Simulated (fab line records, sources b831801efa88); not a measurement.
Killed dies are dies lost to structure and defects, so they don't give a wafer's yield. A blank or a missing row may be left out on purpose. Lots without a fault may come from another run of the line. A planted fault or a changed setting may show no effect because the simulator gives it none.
One fault seen from 2 desks | flow gf180mcu | each desk has only its own numbers; what lay behind them comes last

THE METROLOGY DESK
What the gauges read, lot by lot, whatever tool the lot ran on: means of the sampled wafers that have a number. A lot is out of limits, marked OUT, if its mean lies more than 4 standard deviations from the usual mean; the brackets give that distance.
Columns: A = MVSD_OVL at GF_MVSD_OVL_MEAS_07, usual 0.2 nm; B = cd_nm at GF_HV_LDD_CD_MEAS_31, usual 399.8 nm
lot  | first seen here | A    | B
L172 | day 4 07:55     | -0.4 | 402.6
L173 | day 4 16:29     | 0.7  | 398.3
L174 | day 4 21:22     | 0.4  | 404.0
L177 | day 5 14:43     | 0.2  | 403.3
L179 | day 6 01:22     | -0.9 | 397.6
L181 | day 6 15:04     | -0.1 | 399.8
L182 | day 6 18:55     | -1.2 | 397.7
L183 | day 7 00:28     | -0.5 | 396.6
L184 | day 7 06:52     | -1.2 | 401.5
L185 | day 7 14:27     | -0.9 | 401.4
L188 | day 8 06:40     | -0.6 | 400.2
L192 | day 9 06:55     | 0.7  | 403.2
L193 | day 9 11:53     | -1.6 | 406.3
This desk's finding: nothing out of limits on any of the 13 lots.

THE TOOL OWNER'S DESK: litho_track-03
The tool's own readings at GF_HV_LDD_DEVELOP_30 (develop time 60 s): means of the sampled wafers that have a number, for each lot that ran on this tool. A lot is out of limits, marked OUT, if its mean lies more than 4 standard deviations from the usual mean; the brackets give that distance.
Columns: A = exhaust_pa at GF_HV_LDD_DEVELOP_30, usual 45.0 Pa; B = resist_line_temp_C at GF_HV_LDD_DEVELOP_30, usual 23.00 C
lot  | first seen here | A    | B
L174 | day 12 03:35    | 44.4 | 23.15
L184 | day 15 06:15    | 44.6 | 23.06
L192 | day 18 01:06    | 44.0 | 22.86
L193 | day 18 09:57    | 45.2 | 23.04
This desk's finding: nothing out of limits on any of the 4 lots.

PUT TOGETHER
The metrology desk saw nothing out of limits.
The tool owner's desk saw nothing out of limits.

WHAT THE SIMULATOR HAD PUT IN
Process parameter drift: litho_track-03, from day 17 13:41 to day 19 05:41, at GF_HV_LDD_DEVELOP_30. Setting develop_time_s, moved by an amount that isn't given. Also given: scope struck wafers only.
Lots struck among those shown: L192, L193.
